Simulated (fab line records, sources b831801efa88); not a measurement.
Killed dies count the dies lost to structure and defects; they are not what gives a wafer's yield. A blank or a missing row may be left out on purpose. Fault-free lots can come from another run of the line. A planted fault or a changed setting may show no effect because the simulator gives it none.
Which tool did it?    flow sky130    9 lots, 27 wafers sampled, at 7 steps of a route of 708

== WHAT THE GAUGES SHOWED, per wafer ==
The record lacks any reading of a measuring or inspecting step that a usual standard deviation could be used to judge.

== WHICH TOOL RAN EACH LOT (tool, then ch and the chambers of the sampled wafers, then the start) ==
lot   SKY_VIA3_ETCH_15                   SKY_CAP2M_METAL_ETCH_13           SKY_CAP2M_STRIP_14                   SKY_METAL4_DESCUM_15              SKY_METAL4_ETCH_17                 SKY_METAL4_METAL_ETCH_18          SKY_PAD_OPEN_PROBE_99
L902  rieDiel-04 ch 0,1, day 41 07:53    rieMetal-04 ch 0,1, day 42 10:36  plasmaAsher-01 ch 0,1, day 42 10:41  rieMetal-03 ch 0,1, day 43 09:56  rieDiel-02 ch 1,2, day 43 10:03    rieMetal-02 ch 0,1, day 43 10:08  -
L904  rieDiel-03 ch 0,3, day 42 07:14    rieMetal-04 ch 0,1, day 43 07:32  plasmaAsher-02 ch 1, day 43 07:37    rieMetal-03 ch 0,1, day 44 07:04  rieDiel-04 ch 0,1, day 44 07:12    rieMetal-01 ch 1, day 44 07:13    prober-01, day 48 00:13
L906  rieDiel-01 ch 1,2, day 42 11:17    rieMetal-02 ch 0, day 43 11:14    plasmaAsher-03 ch 0,1, day 43 11:18  rieMetal-01 ch 0,1, day 44 11:10  rieDiel-03 ch 1,2,3, day 44 11:18  rieMetal-02 ch 0,1, day 44 11:19  prober-01, day 48 06:02
L907  rieDiel-03 ch 0,3, day 42 13:23    rieMetal-04 ch 0,1, day 43 13:53  plasmaAsher-01 ch 0,1, day 43 13:57  rieMetal-03 ch 0,1, day 44 12:42  rieDiel-03 ch 0,1, day 44 12:50    rieMetal-01 ch 0,1, day 44 12:51  -
L911  rieDiel-04 ch 0,2, day 43 15:11    rieMetal-04 ch 0, day 44 15:18    plasmaAsher-02 ch 1, day 44 15:23    rieMetal-01 ch 0,1, day 45 14:00  rieDiel-02 ch 1,2,3, day 45 14:10  rieMetal-02 ch 0,1, day 45 14:11  prober-01, day 49 03:09
L915  rieDiel-04 ch 2,3, day 45 05:20    rieMetal-04 ch 0,1, day 46 03:23  plasmaAsher-01 ch 0,1, day 46 03:28  rieMetal-01 ch 0, day 46 23:58    rieDiel-03 ch 0,1, day 47 00:13    rieMetal-03 ch 0,1, day 47 00:14  prober-01, day 50 06:34
L916  rieDiel-03 ch 0,1,2, day 45 07:44  rieMetal-02 ch 0,1, day 46 05:57  plasmaAsher-01 ch 0,1, day 46 06:02  rieMetal-03 ch 0,1, day 47 02:58  rieDiel-02 ch 0,2,3, day 47 03:06  rieMetal-02 ch 0,1, day 47 03:07  prober-02, day 50 09:13
L917  rieDiel-03 ch 0,1,2, day 45 08:20  rieMetal-01 ch 0,1, day 46 06:56  plasmaAsher-01 ch 0,1, day 46 07:01  rieMetal-01 ch 0, day 47 04:06    rieDiel-02 ch 2,3, day 47 04:20    rieMetal-03 ch 0,1, day 47 04:25  prober-01, day 50 11:17
L921  rieDiel-03 ch 0,2,3, day 45 18:32  rieMetal-01 ch 0, day 46 16:35    plasmaAsher-01 ch 0,1, day 46 16:43  rieMetal-03 ch 0,1, day 47 13:37  rieDiel-02 ch 1,3, day 47 13:44    rieMetal-02 ch 0,1, day 47 13:48  prober-01, day 50 20:01
- SKY_VIA3_ETCH_15: etches SiO2 in C4F8/O2/Ar, stops on TiN, target depth 507 nm, time 78 s.
- SKY_CAP2M_METAL_ETCH_13: etches TiN in Cl2/BCl3, stops on SiO2, target depth 220 nm, time 62.9 s.
- SKY_CAP2M_STRIP_14: strips in O2/N2.
- SKY_METAL4_DESCUM_15: chemistry O2, time 8 s.
- SKY_METAL4_ETCH_17: etches SiO2 in C4F8/O2/Ar, stops on TiN, time 3.9 s, target depth 15 nm.
- SKY_METAL4_METAL_ETCH_18: etches the open film in Cl2/BCl3, stops on SiO2, target depth 845 nm, time 183.1 s.
- SKY_PAD_OPEN_PROBE_99

== WHAT THE TOOLS THEMSELVES READ (means of the sampled wafers that have a number; where no wafer has one, the mark that the record gives instead) ==
SKY_VIA3_ETCH_15.
lot   tool        oesProductAu (a.u.)  rfFwdPowerW (W)
L902  rieDiel-04  0.943                1494
L904  rieDiel-03  0.945                1485
L906  rieDiel-01  0.949                1493
L907  rieDiel-03  0.941                1477
L911  rieDiel-04  0.947                1484
L915  rieDiel-04  0.947                1487
L916  rieDiel-03  0.940                1493
L917  rieDiel-03  0.946                1491
L921  rieDiel-03  0.947                1485

SKY_CAP2M_METAL_ETCH_13.
lot   tool         drypumpMotorCurrentA (A)  mfcCl2Sccm (sccm)  oesProductAu (a.u.)  rfFwdPowerW (W)  throttleValvePct (%)
L902  rieMetal-04  6.0                       60.00              0.949                894              21.894
L904  rieMetal-04  6.0                       59.91              0.939                893              21.900
L906  rieMetal-02  6.2                       60.10              0.944                892              21.904
L907  rieMetal-04  6.2                       60.13              0.937                895              21.913
L911  rieMetal-04  5.7                       59.80              0.947                1039             21.898
L915  rieMetal-04  6.2                       59.96              0.943                1034             21.890
L916  rieMetal-02  5.6                       59.96              0.945                894              21.897
L917  rieMetal-01  5.4                       60.07              0.939                887              21.913
L921  rieMetal-01  5.9                       59.83              0.929                889              21.906

SKY_CAP2M_STRIP_14.
lot   tool            drypumpMotorCurrentA (A)  oesProductAu (a.u.)  stripTimeToEndpointS (s)
L902  plasmaAsher-01  5.5                       0.711                12.66
L904  plasmaAsher-02  5.9                       0.712                12.67
L906  plasmaAsher-03  5.7                       0.711                12.71
L907  plasmaAsher-01  5.5                       0.710                12.69
L911  plasmaAsher-02  5.9                       0.711                12.49
L915  plasmaAsher-01  5.7                       0.712                12.40
L916  plasmaAsher-01  5.5                       0.710                12.64
L917  plasmaAsher-01  5.5                       0.706                12.65
L921  plasmaAsher-01  5.7                       0.710                12.64

SKY_METAL4_DESCUM_15.
lot   tool         drypumpMotorCurrentA (A)  oesProductAu (a.u.)
L902  rieMetal-03  5.5                       1.002
L904  rieMetal-03  5.3                       0.995
L906  rieMetal-01  5.6                       0.991
L907  rieMetal-03  5.3                       0.993
L911  rieMetal-01  5.4                       0.999
L915  rieMetal-01  5.9                       0.998
L916  rieMetal-03  5.3                       0.992
L917  rieMetal-01  5.9                       0.993
L921  rieMetal-03  5.3                       0.995

SKY_METAL4_ETCH_17.
lot   tool        oesProductAu (a.u.)  rfFwdPowerW (W)
L902  rieDiel-02  0.761                1468
L904  rieDiel-04  0.764                1467
L906  rieDiel-03  0.752                1469
L907  rieDiel-03  0.752                1473
L911  rieDiel-02  0.689                1467
L915  rieDiel-03  0.684                1471
L916  rieDiel-02  0.753                1470
L917  rieDiel-02  0.755                1465
L921  rieDiel-02  0.759                1474

SKY_METAL4_METAL_ETCH_18.
lot   tool         drypumpMotorCurrentA (A)  mfcCl2Sccm (sccm)  oesProductAu (a.u.)  rfFwdPowerW (W)  throttleValvePct (%)
L902  rieMetal-02  5.8                       59.97              0.871                897              22.260
L904  rieMetal-01  5.1                       59.78              0.866                895              22.265
L906  rieMetal-02  5.8                       59.96              0.871                899              22.271
L907  rieMetal-01  5.6                       59.89              0.873                894              22.263
L911  rieMetal-02  5.9                       59.87              0.868                897              22.266
L915  rieMetal-03  5.3                       59.97              0.865                897              22.267
L916  rieMetal-02  5.9                       60.16              0.868                897              22.266
L917  rieMetal-03  5.6                       59.90              0.875                898              22.268
L921  rieMetal-02  5.9                       60.13              0.876                897              22.277

SKY_PAD_OPEN_PROBE_99.
lot   tool       defectLimitedYield (%)  killed_at_M0_to_M3  killed_at_M4_up  killedAtContacts  killedAtFrontEnd  killedAtOther  killedDies  killedOpen  killedShort  sort_bin_3_pad_short (%)  sort_bin_5_function (%)  sort_bin_6_memory (%)  sortNPass  sortYieldPct (%)
L904  prober-01  83.2                    38                  3.7              23                18                0.7            83          38          45           1.1                       9.3                      6.4                    409        83.2
L906  prober-01  80.2                    44                  4.7              32                16                0.7            97          56          40           1.2                       11.9                     6.6                    395        80.2
L911  prober-01  81.8                    49                  2.0              18                21                0.0            90          45          44           1.0                       10.9                     6.3                    402        81.8
L915  prober-01  81.8                    48                  3.3              23                15                0.3            89          47          41           0.9                       10.9                     6.4                    403        81.8
L916  prober-02  81.6                    43                  2.3              27                18                0.3            90          52          38           0.9                       10.0                     7.5                    402        81.6
L917  prober-01  81.4                    45                  2.3              26                19                0.0            92          48          43           0.9                       10.7                     7.0                    400        81.4
L921  prober-01  81.0                    46                  1.3              28                18                0.3            94          53          41           0.4                       10.6                     8.0                    398        81.0

== THE ANSWER, worked out from the rows above alone ==
Rule: the lots themselves supply what counts as usual. Put in order of their means at a reading, lots are off if they are a third of the lots or fewer, leave a main group of 4 or more, and stand apart from it by a gap of 3 or more times the standard deviation of the main group's means; of several such gaps the widest counts. The tables above print the reading to a certain number of digits; a main group whose means all agree to those digits is not used. A lot without any number at a reading at which 4 lots or more have one is off too. Any other lot the step has rows for is counted as sound. After the gauges, taken in route order, come the tools' own readings; for these a lot's mean is taken, as printed above. The first step at which some lot is off is used, and at that step the reading that is off furthest; a lot without a number counts as furthest.
Off, at SKY_CAP2M_METAL_ETCH_13 on rfFwdPowerW: L911, L915. Mean 892 W and standard deviation 2.7 in the main group.
A tool fits if, at that step or a process step before it, it ran every lot that is off, and no sound lot after the first of them. 2 tools fit, rieDiel-04 at SKY_VIA3_ETCH_15 and rieMetal-04 at SKY_CAP2M_METAL_ETCH_13, so this cannot tell which one it is.

== WHAT HAD BEEN PUT IN BY THE SIMULATOR ==
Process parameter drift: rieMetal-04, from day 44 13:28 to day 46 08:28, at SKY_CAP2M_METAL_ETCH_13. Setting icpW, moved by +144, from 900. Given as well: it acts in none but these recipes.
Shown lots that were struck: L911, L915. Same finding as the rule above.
